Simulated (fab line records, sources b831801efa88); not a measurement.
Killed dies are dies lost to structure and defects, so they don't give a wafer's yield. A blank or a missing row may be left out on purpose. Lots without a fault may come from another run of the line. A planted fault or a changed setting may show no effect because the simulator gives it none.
Which tool did it? | flow gf180mcu | 12 lots, 36 wafers sampled, at 5 steps of a route of 602

WHAT THE GAUGES READ, wafer by wafer
GF_NWELL_TW_MEAS_11. Usual: NWELL_TW 1573, standard deviation 9.6.
lot  | measured    | on            | NWELL_TW       | flag
L803 | day 3 15:11 | film_metro-02 | 1569 1571 1574 |
L805 | day 3 23:14 | film_metro-04 | 1565 1566 1563 |
L809 | day 4 23:23 | film_metro-04 | 1583 1576 1572 |
L815 | day 6 07:28 | film_metro-01 | 1595 1591 1590 |
L818 | day 6 23:22 | film_metro-04 | 1569 1572 1564 |
L819 | day 7 05:41 | film_metro-04 | 1569 1561 1560 |
L820 | day 7 12:26 | film_metro-02 | 1592 1588 1585 |
L822 | day 7 21:22 | film_metro-04 | 1560 1565 1560 |
L823 | day 8 02:52 | film_metro-04 | 1566 1568 1569 |
L824 | day 8 07:35 | film_metro-02 | 1567 1570 1566 |

GF_VT_IMPLANT_OVL_MEAS_07. Usual: VT_IMPLANT_OVL -1.2 nm, standard deviation 1.6.
lot  | measured     | on         | VT_IMPLANT_OVL (nm) | flag
L803 | day 5 22:08  | overlay-02 | -3.3 -2.6 -1.1      |
L805 | day 6 08:37  | overlay-02 | -0.8 -2.9 -1.4      |
L809 | day 7 11:46  | overlay-01 | -1.6 0.1 -3.1       |
L815 | day 8 23:46  | overlay-02 | -1.1 -1.9 0.4       |
L818 | day 9 17:49  | overlay-01 | -1.1 -1.3 -2.0      |
L819 | day 10 00:35 | overlay-01 | 1.6 3.4 0.0         |
L820 | day 10 08:19 | overlay-02 | 1.4 0.2 -0.6        |
L822 | day 10 18:50 | overlay-02 | -1.2 -1.7 -1.6      |
L823 | day 10 23:50 | overlay-02 | -3.2 -0.5 -2.0      |
L824 | day 11 06:31 | overlay-01 | -2.0 0.0 0.9        |

GF_HV_LDD_THK_MEAS_55. Usual: HV_LDD_CVD_54_THK 9.98 nm, standard deviation 0.16.
lot  | measured     | on            | HV_LDD_CVD_54_THK (nm) | flag
L803 | day 12 23:31 | film_metro-02 | 9.72 9.77 9.82         |
L805 | day 13 11:05 | film_metro-04 | 10.00 9.92 9.97        |
L809 | day 14 23:04 | film_metro-04 | 9.93 9.92 10.07        |
L815 | day 16 19:50 | film_metro-02 | 10.22 10.26 10.40      |
L818 | day 17 23:17 | film_metro-02 | 9.84 9.80 9.87         |
L819 | day 18 07:46 | film_metro-01 | 10.10 10.21 10.15      |
L820 | day 18 19:39 | film_metro-04 | 10.17 10.25 10.07      |
L822 | day 19 06:19 | film_metro-02 | 9.99 10.05 10.05       |
L823 | day 19 09:23 | film_metro-01 | 9.80 9.93 10.03        |
L824 | day 19 22:44 | film_metro-02 | 10.00 9.87 9.99        |

WHICH TOOL RAN EACH LOT (tool, then ch and the chambers of the sampled wafers, then the start)
lot  | GF_STI_ETCH_13                    | GF_STI_STRIP_15
L803 | rie_diel-04 ch 0,1, day 2 08:51   | plasma_asher-02 ch 0,1, day 2 09:00
L805 | rie_diel-02 ch 2,3, day 2 16:14   | plasma_asher-01 ch 0,1, day 2 16:26
L807 | rie_diel-04 ch 2,3, day 3 03:07   | plasma_asher-01 ch 0,1, day 3 03:16
L808 | rie_diel-02 ch 0,1,2, day 3 09:42 | plasma_asher-01 ch 0,1, day 3 09:51
L809 | rie_diel-02 ch 0,2,3, day 3 13:45 | plasma_asher-03 ch 0,1, day 3 13:54
L815 | rie_diel-04 ch 2,3, day 4 21:35   | plasma_asher-02 ch 1, day 4 21:45
L818 | rie_diel-04 ch 0,3, day 5 12:14   | plasma_asher-02 ch 0,1, day 5 12:23
L819 | rie_diel-01 ch 1,2,3, day 5 17:56 | plasma_asher-02 ch 0,1, day 5 18:05
L820 | rie_diel-01 ch 0,1, day 6 00:10   | plasma_asher-03 ch 0, day 6 00:19
L822 | rie_diel-04 ch 0,1,3, day 6 08:27 | plasma_asher-02 ch 0,1, day 6 08:36
L823 | rie_diel-01 ch 0,1,2, day 6 13:37 | plasma_asher-02 ch 0,1, day 6 13:46
L824 | rie_diel-01 ch 0,2,3, day 6 18:52 | plasma_asher-02 ch 0,1, day 6 19:01
- GF_STI_ETCH_13: etches the open film in CHF3/O2, stops on Si, target depth 282.31 nm, time 112.9 s.
- GF_STI_STRIP_15: strips in O2/N2.

WHAT THE TOOLS THEMSELVES READ (means of the sampled wafers that have a number; where no wafer has one, the mark that the record gives instead)
GF_STI_ETCH_13. Usual: O2_flow_sccm 4.999 sccm, standard deviation 0.013; bias_w 200.0 W, standard deviation 0.56; drypump_motor_current_A 5.8 A, standard deviation 0.44; oes_product_au 0.831 a.u., standard deviation 0.0059; throttle_valve_pct 8.810 %, standard deviation 0.0091.
lot  | tool        | O2_flow_sccm (sccm) | bias_w (W) | drypump_motor_current_A (A) | oes_product_au (a.u.) | throttle_valve_pct (%) | flag
L803 | rie_diel-04 | 4.991               | 199.9      | 5.9                         | 0.824                 | 8.812                  |
L805 | rie_diel-02 | 4.990               | 199.7      | 5.9                         | 0.831                 | 8.807                  |
L807 | rie_diel-04 | -                   | -          | -                           | -                     | -                      | OFF
L808 | rie_diel-02 | -                   | -          | -                           | -                     | -                      | OFF
L809 | rie_diel-02 | 5.003               | 200.3      | 5.8                         | 0.832                 | 8.808                  |
L815 | rie_diel-04 | 4.996               | 200.0      | 6.5                         | 0.832                 | 8.816                  |
L818 | rie_diel-04 | 4.999               | 199.9      | 6.3                         | 0.821                 | 8.806                  |
L819 | rie_diel-01 | 4.995               | 199.9      | 5.5                         | 0.832                 | 8.822                  |
L820 | rie_diel-01 | 4.993               | 200.5      | 5.5                         | 0.835                 | 8.815                  |
L822 | rie_diel-04 | 4.998               | 200.3      | 6.1                         | 0.840                 | 8.807                  |
L823 | rie_diel-01 | 5.007               | 200.1      | 5.4                         | 0.829                 | 8.812                  |
L824 | rie_diel-01 | 4.990               | 200.6      | 5.5                         | 0.833                 | 8.810                  |

GF_STI_STRIP_15. Usual: drypump_motor_current_A 5.66 A, standard deviation 0.25; heater_power_w 340 W, standard deviation 21; o2_flow_sccm 2999 sccm, standard deviation 8.9; oes_product_au 0.385 a.u., standard deviation 0.0047; strip_time_to_endpoint_s 3.76 s, standard deviation 0.037.
lot  | tool            | drypump_motor_current_A (A) | heater_power_w (W) | o2_flow_sccm (sccm) | oes_product_au (a.u.) | strip_time_to_endpoint_s (s) | flag
L803 | plasma_asher-02 | 5.62                        | 341                | 3006                | 0.386                 | 3.78                         |
L805 | plasma_asher-01 | 5.31                        | 292                | 2998                | 0.386                 | 3.77                         |
L807 | plasma_asher-01 | 5.32                        | 295                | 2988                | 0.486                 | 6.21                         | OFF
L808 | plasma_asher-01 | 5.32                        | 292                | 3008                | 0.486                 | 6.21                         | OFF
L809 | plasma_asher-03 | 5.71                        | 348                | 2996                | 0.383                 | 3.73                         |
L815 | plasma_asher-02 | 5.80                        | 348                | 3000                | 0.382                 | 3.74                         |
L818 | plasma_asher-02 | 5.71                        | 351                | 2995                | 0.389                 | 3.78                         |
L819 | plasma_asher-02 | 5.61                        | 345                | 2997                | 0.384                 | 3.75                         |
L820 | plasma_asher-03 | 5.73                        | 327                | 2998                | 0.379                 | 3.71                         |
L822 | plasma_asher-02 | 5.70                        | 347                | 2983                | 0.383                 | 3.76                         |
L823 | plasma_asher-02 | 5.70                        | 351                | 2995                | 0.380                 | 3.78                         |
L824 | plasma_asher-02 | 5.70                        | 349                | 2995                | 0.388                 | 3.73                         |

THE ANSWER, worked out from the rows above alone
Rule: a lot is off if the mean of its wafers that have a number lies more than 3 standard deviations from the usual mean. A lot without any number at a reading at which 4 lots or more have one is off too. The other lots that the step has rows for count as sound. The gauges are gone through in route order, then the tools' own readings, and for those a lot's mean is taken as printed above. The first step at which some lot is off is used, and at that step the reading that is off furthest; a lot without a number counts as furthest.
Off: L807, L808, at GF_STI_ETCH_13 (O2_flow_sccm). Without a number there: L807, L808.
A tool fits if, at that step or a process step before it, it ran every lot that is off, and no sound lot after the first of them. None of those tried fits.

WHAT THE SIMULATOR HAD PUT IN
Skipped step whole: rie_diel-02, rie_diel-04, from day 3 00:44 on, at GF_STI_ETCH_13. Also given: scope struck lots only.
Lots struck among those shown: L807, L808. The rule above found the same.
